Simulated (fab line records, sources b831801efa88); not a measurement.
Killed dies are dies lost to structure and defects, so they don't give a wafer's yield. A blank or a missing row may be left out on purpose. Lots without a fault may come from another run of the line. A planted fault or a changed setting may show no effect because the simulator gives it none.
Which tool did it? | flow sfq_line | 14 lots, 42 wafers sampled, at 1 step of a route of 325

WHAT THE GAUGES READ, wafer by wafer
The record holds no reading of a measuring or inspecting step that can be judged against a usual standard deviation.

WHICH TOOL RAN EACH LOT (tool, then ch and the chambers of the sampled wafers, then the start)
lot  | SFQ_TRILAYER_C5_LITHO_COAT_156
L463 | litho_track-04 ch 0, day 62 08:59
L464 | litho_track-04 ch 0, day 62 13:50
L465 | litho_track-03 ch 0, day 62 14:56
L468 | litho_track-04 ch 0, day 63 09:09
L470 | litho_track-03 ch 0, day 64 06:37
L471 | litho_track-03 ch 0, day 64 07:16
L477 | litho_track-02 ch 0, day 66 18:47
L478 | litho_track-02 ch 0, day 67 00:34
L479 | litho_track-02 ch 0, day 67 04:49
L482 | litho_track-04 ch 0, day 68 09:09
L483 | litho_track-03 ch 0, day 68 19:05
L484 | litho_track-03 ch 0, day 69 01:14
L485 | litho_track-02 ch 0, day 69 04:08
L486 | litho_track-04 ch 0, day 69 10:16
- SFQ_TRILAYER_C5_LITHO_COAT_156: resist thk 62 nm.

WHAT THE TOOLS THEMSELVES READ (means of the sampled wafers that have a number; where no wafer has one, the mark that the record gives instead)
SFQ_TRILAYER_C5_LITHO_COAT_156. Usual: resist_line_temp_C 22.99 C, standard deviation 0.11; spin_speed_rpm 2999.9 rpm, standard deviation 1.9.
lot  | tool           | resist_line_temp_C (C) | spin_speed_rpm (rpm) | flag
L463 | litho_track-04 | 23.02                  | 2999.6               |
L464 | litho_track-04 | 23.01                  | 3001.4               |
L465 | litho_track-03 | 23.00                  | 2999.6               |
L468 | litho_track-04 | 23.07                  | 2997.2               |
L470 | litho_track-03 | 22.95                  | 2954.0               | OFF
L471 | litho_track-03 | 23.15                  | 2954.0               | OFF
L477 | litho_track-02 | 22.92                  | 3001.8               |
L478 | litho_track-02 | 23.03                  | 3001.0               |
L479 | litho_track-02 | 22.90                  | 2999.3               |
L482 | litho_track-04 | 22.99                  | 2999.2               |
L483 | litho_track-03 | 23.05                  | 3000.9               |
L484 | litho_track-03 | 22.85                  | 2998.3               |
L485 | litho_track-02 | 23.01                  | 3002.8               |
L486 | litho_track-04 | 22.95                  | 3000.1               |

THE ANSWER, worked out from the rows above alone
Rule: a lot is off if the mean of its wafers that have a number lies more than 3 standard deviations from the usual mean. A lot without any number at a reading at which 4 lots or more have one is off too. The other lots that the step has rows for count as sound. The gauges are gone through in route order, then the tools' own readings, and for those a lot's mean is taken as printed above. The first step at which some lot is off is used, and at that step the reading that is off furthest; a lot without a number counts as furthest.
Off: L470, L471, at SFQ_TRILAYER_C5_LITHO_COAT_156 (spin_speed_rpm).
A tool fits if, at that step or a process step before it, it ran every lot that is off, and no sound lot after the first of them. None of those tried fits.

WHAT THE SIMULATOR HAD PUT IN
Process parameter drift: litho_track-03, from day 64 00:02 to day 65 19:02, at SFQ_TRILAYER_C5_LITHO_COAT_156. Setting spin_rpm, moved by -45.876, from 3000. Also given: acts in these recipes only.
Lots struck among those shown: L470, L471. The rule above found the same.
